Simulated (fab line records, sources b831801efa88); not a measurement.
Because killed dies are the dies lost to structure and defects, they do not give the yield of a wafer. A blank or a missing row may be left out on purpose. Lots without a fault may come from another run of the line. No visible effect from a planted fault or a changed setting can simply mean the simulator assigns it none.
Code-filled problem report in 8D (eight disciplines) form    flow gf180mcu    the parts of the form that need people (team, actions taken, sign-off) are left out

1. THE ISSUE
At GF_POLY_GATE_PEB_08, heater-power-total-W averages 86.59 W over 2 wafers from 2 lots, while fault-free wafers read 85.68 W, standard deviation 0.084. That is +11 standard deviations from the usual mean.
The step: peb time 90 s.
First seen on wafer L668.3, day 15 05:50, on litho-track-04. At this step, 42 wafers from 14 lots have a number in the record. By rule, "out" or "out of limits" means more than 4 standard deviations away from the usual mean. All remaining wafers that have a number are taken as sound.

2. WHAT IT IS AND WHAT IT IS NOT
question                     is                    is not
which readings at this step  heater-power-total-W  chill-plate-temp-C
which lots                   L668, L669            L650, L651, L652, L653, L654, L656, L657, L658, L659, L670, L671, L672
which wafers of those lots   L668.3, L669.3        L668.5, L668.6, L669.5, L669.6
read on which tools          litho-track-04        litho-track-02, litho-track-03
when                         from day 15 05:50     up to then (29 sound wafers); but 11 sound wafers of L669, L670, L671, L672 came after

3. WHAT RULES OUT EACH SUSPECT
Counting: any tool at a process step up to the reading remains a suspect provided it ran every lot that is out. Sound lots after the first of them don't rule it out here, since some wafers of a struck lot are sound.
- litho-track-04 at GF_POLY_GATE_PEB_08 (peb time 90 s): kept. Ran every lot that is out, first one L668 (day 15 05:50); last sound lot up to then L659 (day 12 01:22). Its own heater-power-total-W readings are out on those wafers.
Remaining after the count: litho-track-04 at GF_POLY_GATE_PEB_08.

4. THE CAUSE (what the simulator had put in)
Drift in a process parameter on litho-track-04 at GF_POLY_GATE_PEB_08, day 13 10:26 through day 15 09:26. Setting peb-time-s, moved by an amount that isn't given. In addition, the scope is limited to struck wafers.
Only this tool survived the counting.

5. THE EFFECT CHAIN, in route order
One row per reading whose mean, taken over the struck wafers that have a number, lies over 3 standard deviations from the usual. Only readings whose record carries a usual standard deviation are examined. hours: median over the lots of the time between each lot's start at the first step of this table that gives one and its start at this step. sigmas: the change, counted in usual standard deviations.
hours  step                 reading               usual    on struck wafers  change  sigmas
0      GF_POLY_GATE_PEB_08  heater-power-total-W  85.68 W  86.59             +0.91   +11
Process steps it contains:
- GF_POLY_GATE_PEB_08: peb time 90 s.

6. WHAT WOULD HAVE CAUGHT IT SOONER
The fault began at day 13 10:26; the first out-of-limits reading in this record came at day 15 05:50, 43 hours later.
